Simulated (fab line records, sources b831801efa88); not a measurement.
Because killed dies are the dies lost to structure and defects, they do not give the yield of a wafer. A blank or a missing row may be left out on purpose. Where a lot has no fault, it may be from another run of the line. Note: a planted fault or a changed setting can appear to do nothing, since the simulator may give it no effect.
Chamber matching    flow sky130    4 sister chambers for SKY_VIA1_CMP_02 on cmp-01
The step polishes SiO2. 4 wafers are shown with their chamber, then 8 later ones without.

WAFERS, EACH WITH ITS CHAMBER
wafer   chamber  motor_current_A (A)
L678.3  1        11.9
L679.2  0        13.4
L679.5  2        12.7
L682.1  3        12.8

WAFERS WITH NO CHAMBER GIVEN
wafer   motor_current_A (A)
L682.2  12.4
L682.4  12.4
L692.2  13.1
L692.5  12.3
L692.6  12.6
L691.2  12.3
L691.4  12.0
L691.6  12.5

WHICH CHAMBER EACH ONE RAN IN
wafer    from the rows above            in truth
L682.2   can't be placed: 2 or 3 or 1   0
L682.4   can't be placed: 2 or 3 or 1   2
L692.2   can't be placed: 3 or 0 or 2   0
L692.5   can't be placed: 2 or 1 or 3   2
L692.6   can't be placed: 2 or 3        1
L691.2   can't be placed: 2 or 1 or 3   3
L691.4   1                              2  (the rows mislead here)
L691.6   can't be placed: 2 or 3 or 1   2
Correctly placed: 0 of 8. Cannot be placed on the basis of these rows: 7; the candidates contain the true chamber in 5. Placed wrongly: 1.
How it was worked out, from the rows above alone: a wafer's distance from a chamber is the root of the sum, over the readings, of the square of ((its reading less the chamber's mean) divided by the reading's scatter). If the next closest chamber is less than 2 further off than the closest, the wafer can't be placed; otherwise it belongs to the closest. Each chamber's mean is taken over the wafers shown for it. The scatter (one wafer shown for each chamber): square how far every hidden wafer sits from the nearest shown wafer, average those squares and take the square root.
